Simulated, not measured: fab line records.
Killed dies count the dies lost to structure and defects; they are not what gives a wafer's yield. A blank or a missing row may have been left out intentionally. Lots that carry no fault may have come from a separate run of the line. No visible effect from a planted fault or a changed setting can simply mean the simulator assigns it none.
A single fault, viewed from 2 desks :: flow gf180mcu :: each desk has only its own numbers; what lay behind them comes last

FOR THE TOOL OWNER'S DESK: wet_bench-01
The tool's own readings at GF_SALICIDE_WET_ETCH_01 (etches SiO2 in dHF, target depth 5 nm, time 100 s): means of the sampled wafers that have a number, for each lot that ran on this tool. The brackets show how far a lot's mean lies from the usual mean; more than 4 standard deviations puts the lot out of limits, marked OUT.
Columns: A = run_length_s at GF_SALICIDE_WET_ETCH_01, usual 127.4 s
lot: L504
first seen here: day 17 01:34
A: 126.5

lot: L511
first seen here: day 19 20:47
A: 202.8 (+29) OUT

lot: L512
first seen here: day 19 23:43
A: 208.1 (+31) OUT

lot: L521
first seen here: day 23 22:34
A: 125.8
Finding of this desk: L511, L512 out of limits; the first was L511 at day 19 20:47, on run_length_s at GF_SALICIDE_WET_ETCH_01. L504, L521 stayed within limits.

FROM THE METROLOGY DESK
What the gauges read, lot by lot, whatever tool the lot ran on: means of the sampled wafers that have a number. The brackets show how far a lot's mean lies from the usual mean; more than 4 standard deviations puts the lot out of limits, marked OUT.
Columns: A = cd_nm at GF_SAB_CD_MEAS_09, usual 420.0 nm; B = SAB_OVL at GF_SAB_OVL_MEAS_10, usual -0.4 nm
lot: L499
first seen here: day 15 13:01
A: 420.0
B: -3.4

lot: L504
first seen here: day 17 01:10
A: 422.3
B: -0.3

lot: L510
first seen here: day 19 13:50
A: 418.5
B: -2.1

lot: L511
first seen here: day 19 20:19
A: 421.9
B: -0.3

lot: L512
first seen here: day 19 23:07
A: 419.5
B: -0.3

lot: L521
first seen here: day 23 22:07
A: 421.6
B: -0.7
Finding of this desk: none of the 6 lots has anything out of limits.

ALL TOGETHER
The tool owner's desk had the chance to raise an alarm at day 19 20:47 on L511, L512.
Metrology desk: nothing out of limits seen.
The metrology desk holds a record of L511, L512, inside its limits.
Every lot named ran GF_SALICIDE_WET_ETCH_01 on wet_bench-01.

WHAT HAD BEEN PUT IN BY THE SIMULATOR
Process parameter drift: wet_bench-01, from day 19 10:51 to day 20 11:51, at GF_SALICIDE_WET_ETCH_01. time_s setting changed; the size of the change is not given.
Shown lots that were struck: L511, L512.
How many hours passed from the start of the fault until each desk's first out-of-limits reading: the tool owner's desk, 10.
